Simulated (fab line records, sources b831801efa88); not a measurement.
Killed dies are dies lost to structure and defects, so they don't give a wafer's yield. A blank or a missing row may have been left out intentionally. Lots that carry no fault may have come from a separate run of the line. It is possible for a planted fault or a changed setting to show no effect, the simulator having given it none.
A struck lot beside a sound one + flow sky130 + 25 steps out of a route of 708
Sound: these wafers, L808.1, L808.3, L808.5. Struck: wafers L813.1, L813.3, L813.4. The cause is given at the end.
At each step with rows: each side's tool, then ch and its chambers, then its first start. Under that, the readings that differ: sound wafers + struck wafers + difference of the means + sigmas: that difference in standard deviations of wafers without a fault.
alike: same words and numbers on both sides, and readings whose means sit less than 2 such deviations apart. not compared: any withheld reading, any reading some wafer has no value for, any bound like >300 that may hide the same value, and any number with overlapping values for which the record gives no deviation.
A row with sigmas, a row that says differs or no value, or rows on one side alone: a step with any of these is where the two part. Numbers that have no deviation but don't overlap get no sigmas and don't part them. A reading that every wafer of one side lacks parts them only if that side has two wafers or more.

SKY_POLY_CUT_ETCH_11: etches Si3N4 in CF4/CH2F2/Ar, stops on poly-Si, time 42.5 s, target depth 60 nm.
  sound on rie_diel-04 ch 0,1,3, day 26 03:46; struck on rie_diel-04 ch 0,1,3, day 28 01:01
  alike: chamber_pressure_mTorr, drypump_motor_current_A, oes_product_au, throttle_valve_pct
  not compared: rf_hours_counter_h
SKY_POLY_CUT_STRIP_12: strips in O2/N2.
  sound on plasma_asher-01 ch 0,1, day 26 03:49; struck on plasma_asher-01 ch 0,1, day 28 01:04
  alike: chamber_pressure_mTorr, drypump_motor_current_A, n2_flow_sccm, oes_product_au, strip_time_to_endpoint_s
  not compared: rf_hours_counter_h
then, 7 steps without rows for these wafers: SKY_SD_P_DEHYDRATE_00 (time 60 s); SKY_SD_P_HMDS_01 (prime time 60 s); SKY_SD_P_COAT_02 (resist thk 1140 nm); SKY_SD_P_SOFTBAKE_03 (time 60 s); SKY_SD_P_EXPOSE_04 (exposes mask PSDM, target cd 380 nm); SKY_SD_P_PEB_05; SKY_SD_P_DEVELOP_06 (develop time 60 s).
SKY_SD_P_CD_MEAS_07: target cd 380 nm.
  sound on cd_sem-02 at day 27 09:07; struck on cd_sem-02 at day 29 04:56
  alike: cd_nm
SKY_SD_P_OVL_MEAS_08:
  sound on overlay-02 at day 27 09:14; struck on overlay-01 at day 29 05:03
  alike: SD_P_OVL
next, for these wafers, 1 step has no rows: SKY_SD_P_IMPLANT_09.
SKY_SD_P_STRIP_10: strips in O2/N2.
  sound on plasma_asher-03 ch 0,1, day 27 09:25; struck on plasma_asher-04 ch 0,1, day 29 05:14
  no value came back on the struck wafers for any of 5 readings (chamber_pressure_mTorr (mTorr), drypump_motor_current_A (A) and others); on the sound wafers chamber_pressure_mTorr (mTorr) reads 1500.9 1499.5 1499.7
| reading                                   | sound | struck         | difference | sigmas |
|-------------------------------------------|-------|----------------|------------|--------|
| model.NOVOLAK_of_SD_P_COAT_02.thk_nm (nm) | 0 0 0 | 1145 1142 1140 | +1142      |        |
  not compared: rf_hours_counter_h
SKY_SD_P_TW_MEAS_11:
  sound on film_metro-03 at day 27 09:31; struck on film_metro-04 at day 29 05:20
  alike: SD_P_TW
then, 8 steps without rows for these wafers: SKY_RES_XHIGH_DEHYDRATE_00 (time 60 s); SKY_RES_XHIGH_HMDS_01 (prime time 60 s); SKY_RES_XHIGH_COAT_02 (resist thk 1140 nm); SKY_RES_XHIGH_SOFTBAKE_03 (time 60 s); SKY_RES_XHIGH_EXPOSE_04 (exposes mask URPM, target cd 1270 nm); SKY_RES_XHIGH_PEB_05; SKY_RES_XHIGH_DEVELOP_06 (develop time 60 s); SKY_RES_XHIGH_IMPLANT_07.
SKY_RES_XHIGH_STRIP_08: strips in O2/N2.
  sound on plasma_asher-03 ch 1, day 28 14:16; struck on plasma_asher-03 ch 0,1, day 30 09:04
| reading                      | sound             | struck            | difference | sigmas      |
|------------------------------|-------------------|-------------------|------------|-------------|
| strip_time_to_endpoint_s (s) | 14.32 14.26 14.30 | 31.40 31.43 31.35 | +17.10     | +99 or more |
  alike: chamber_pressure_mTorr, drypump_motor_current_A, n2_flow_sccm, oes_product_au
  not compared: rf_hours_counter_h
SKY_RES_XHIGH_TW_MEAS_09:
  sound on film_metro-04 at day 28 14:22; struck on film_metro-03 at day 30 09:10
| reading      | sound          | struck   | difference | sigmas      |
|--------------|----------------|----------|------------|-------------|
| RES_XHIGH_TW | 1641 1645 1649 | 30 30 30 | -1615      | -99 or more |
then, 1 step without rows for these wafers: SKY_SD_N_DEHYDRATE_00 (time 60 s).

WHERE THEY PART
First at SKY_SD_P_STRIP_10; last, within this record, at SKY_RES_XHIGH_TW_MEAS_09.

WHY: the cause the simulator had injected
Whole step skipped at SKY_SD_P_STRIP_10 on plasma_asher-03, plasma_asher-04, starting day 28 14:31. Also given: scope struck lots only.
